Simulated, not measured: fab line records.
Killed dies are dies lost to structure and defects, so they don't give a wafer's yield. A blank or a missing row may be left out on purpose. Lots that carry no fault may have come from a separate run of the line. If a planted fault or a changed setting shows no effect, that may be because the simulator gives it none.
What tool caused it?    flow gf180mcu    at 1 step of a route of 602, 12 lots with 36 wafers sampled

== WHAT THE GAUGES SHOWED, per wafer ==
GF_V2_THK_MEAS_01.
lot   measured      on             V2_CVD_00_THK (nm)
L075  day 19 13:10  film_metro-04  615 610 599
L077  day 20 02:59  film_metro-04  607 594 605
L079  day 21 01:56  film_metro-01  601 588 597
L081  day 22 08:02  film_metro-01  604 607 598
L083  day 22 20:03  film_metro-04  591 591 593
L085  day 23 12:02  film_metro-02  598 596 606
L087  day 23 23:47  film_metro-04  604 608 602
L089  day 24 15:38  film_metro-02  588 592 584
L091  day 25 05:44  film_metro-04  600 597 600
L093  day 25 23:19  film_metro-01  604 602 608
L095  day 26 14:17  film_metro-04  594 606 610
L097  day 26 23:50  film_metro-02  614 605 597

== TOOL THAT RAN EACH LOT (tool first, then ch and the chambers of the sampled wafers, then the start) ==
The record shows no process step preceding these readings.

== THE ANSWER, worked out from the rows above alone ==
Rule: what is usual is taken from the lots themselves. The widest of any qualifying gaps counts: lots, ordered by their means at a reading, are off when they make up no more than a third of the lots, leave a main group of 4 or more, and stand apart from it by 3 or more times the standard deviation of that group's means. A main group is skipped when, at the precision printed for the reading in the tables above, its means are all equal. A lot without any number at a reading at which 4 lots or more have one is off too. All remaining lots with rows at the step are treated as sound.
None of the lots is off at any reading shown; this tells nothing.

== WHAT THE SIMULATOR HAD INSERTED ==
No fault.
